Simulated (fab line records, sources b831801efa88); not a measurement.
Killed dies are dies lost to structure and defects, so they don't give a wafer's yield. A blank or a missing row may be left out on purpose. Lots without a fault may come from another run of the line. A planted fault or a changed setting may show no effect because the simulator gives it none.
Which tool did it? | flow gf180mcu | 13 lots, 39 wafers sampled, at 3 steps of a route of 602

WHAT THE GAUGES READ, wafer by wafer
GF_VT_IMPLANT_TW_MEAS_10. Usual: VT_IMPLANT_TW 561, standard deviation 3.8.
lot  | measured     | on            | VT_IMPLANT_TW | flag
L630 | day 5 15:11  | film_metro-04 | 558 559 556   |
L632 | day 6 00:50  | film_metro-01 | 566 566 565   |
L633 | day 6 12:01  | film_metro-01 | 568 568 567   |
L634 | day 6 17:08  | film_metro-01 | 564 565 566   |
L635 | day 6 23:50  | film_metro-01 | 567 562 565   |
L637 | day 7 11:05  | film_metro-01 | 564 565 563   |
L640 | day 8 05:38  | film_metro-01 | 567 566 567   |
L641 | day 8 10:59  | film_metro-04 | 556 559 557   |
L648 | day 10 02:58 | film_metro-03 | 556 556 556   |
L649 | day 10 10:59 | film_metro-03 | 625 629 628   | OFF
L650 | day 10 15:38 | film_metro-03 | 625 626 629   | OFF
L651 | day 11 00:19 | film_metro-03 | 555 558 560   |
L652 | day 11 04:14 | film_metro-04 | 560 563 558   |

GF_HV_LDD_OVL_MEAS_47. Usual: HV_LDD_03_OVL 0.8 nm, standard deviation 1.6.
lot  | measured     | on         | HV_LDD_03_OVL (nm) | flag
L630 | day 12 08:13 | overlay-01 | 3.6 1.6 1.6        |
L632 | day 12 17:16 | overlay-01 | 1.4 1.3 1.4        |
L633 | day 13 11:34 | overlay-02 | -0.1 -0.4 -0.6     |
L634 | day 14 00:52 | overlay-02 | 1.5 1.4 0.9        |
L635 | day 14 11:19 | overlay-01 | -2.0 0.5 1.4       |
L637 | day 15 16:19 | overlay-02 | 2.0 -0.2 -0.9      |
L640 | day 16 08:45 | overlay-01 | 0.7 0.7 -0.1       |
L641 | day 16 13:00 | overlay-02 | 2.6 3.8 1.2        |
L648 | day 18 05:41 | overlay-01 | 2.7 2.4 2.2        |
L649 | day 18 13:40 | overlay-02 | 2.2 0.3 1.2        |
L650 | day 18 14:34 | overlay-01 | -0.9 0.5 -2.4      |
L651 | day 19 02:05 | overlay-01 | 0.3 0.6 -1.9       |
L652 | day 19 10:27 | overlay-01 | 3.2 3.0 0.9        |

WHICH TOOL RAN EACH LOT (tool, then ch and the chambers of the sampled wafers, then the start)
lot  | GF_VT_IMPLANT_IMPLANT_08
L630 | implanter-02 ch 0, day 5 14:56
L632 | implanter-01 ch 0, day 6 00:35
L633 | implanter-01 ch 0, day 6 11:49
L634 | implanter-01 ch 0, day 6 16:53
L635 | implanter-03 ch 0, day 6 23:35
L637 | implanter-01 ch 0, day 7 10:50
L640 | implanter-03 ch 0, day 8 05:23
L641 | implanter-01 ch 0, day 8 10:44
L648 | implanter-02 ch 0, day 10 02:46
L649 | implanter-03 ch 0, day 10 10:46
L650 | implanter-03 ch 0, day 10 15:23
L651 | implanter-01 ch 0, day 11 00:07
L652 | implanter-01 ch 0, day 11 03:59
- GF_VT_IMPLANT_IMPLANT_08

WHAT THE TOOLS THEMSELVES READ (means of the sampled wafers that have a number; where no wafer has one, the mark that the record gives instead)
GF_VT_IMPLANT_IMPLANT_08. Usual: dose_ions_cm2 8.29e+12, standard deviation 8.1e+09; faraday_current_uA 46.7, standard deviation 0.98.
lot  | tool         | dose_ions_cm2 | faraday_current_uA | flag
L630 | implanter-02 | 8.29e+12      | 47.3               |
L632 | implanter-01 | 8.28e+12      | 47.3               |
L633 | implanter-01 | 8.29e+12      | 46.7               |
L634 | implanter-01 | 8.29e+12      | 46.6               |
L635 | implanter-03 | 8.30e+12      | 47.2               |
L637 | implanter-01 | 8.29e+12      | 46.6               |
L640 | implanter-03 | 8.29e+12      | 46.0               |
L641 | implanter-01 | 8.29e+12      | 45.9               |
L648 | implanter-02 | 8.30e+12      | 47.7               |
L649 | implanter-03 | 1.22e+13      | 68.6               | OFF
L650 | implanter-03 | 1.22e+13      | 68.2               | OFF
L651 | implanter-01 | 8.29e+12      | 46.1               |
L652 | implanter-01 | 8.28e+12      | 47.5               |

THE ANSWER, worked out from the rows above alone
Rule: a lot is off if the mean of its wafers that have a number lies more than 3 standard deviations from the usual mean. A lot without any number at a reading at which 4 lots or more have one is off too. The other lots that the step has rows for count as sound. The gauges are gone through in route order, then the tools' own readings, and for those a lot's mean is taken as printed above. The first step at which some lot is off is used, and at that step the reading that is off furthest; a lot without a number counts as furthest.
Off: L649, L650, at GF_VT_IMPLANT_TW_MEAS_10 (VT_IMPLANT_TW).
A tool fits if, at a process step before that reading, it ran every lot that is off, and no sound lot after the first of them. The gauges at GF_VT_IMPLANT_TW_MEAS_10 aren't tried: what is off there is off at GF_VT_IMPLANT_IMPLANT_08 too, on other tools, and a gauge's error can't cause that. One fits: implanter-03 at GF_VT_IMPLANT_IMPLANT_08. Its last sound lot is L640 (day 8 05:23), its first lot that is off L649 (day 10 10:46): a fault that began between those two fits.
The tool's own readings at GF_VT_IMPLANT_IMPLANT_08 bear it out: on the lots that are off they differ by more than 5 times the standard deviation of the sound lots' means. dose_ions_cm2 reads 1.22e+13 there against 8.29e+12 on the sound lots; faraday_current_uA reads 68.4 there against 46.8 on the sound lots.

WHAT THE SIMULATOR HAD PUT IN
Process parameter drift: implanter-03, from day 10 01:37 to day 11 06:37, at GF_VT_IMPLANT_IMPLANT_08. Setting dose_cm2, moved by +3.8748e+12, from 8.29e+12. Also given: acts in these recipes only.
Lots struck among those shown: L649, L650. The rule above found the same.
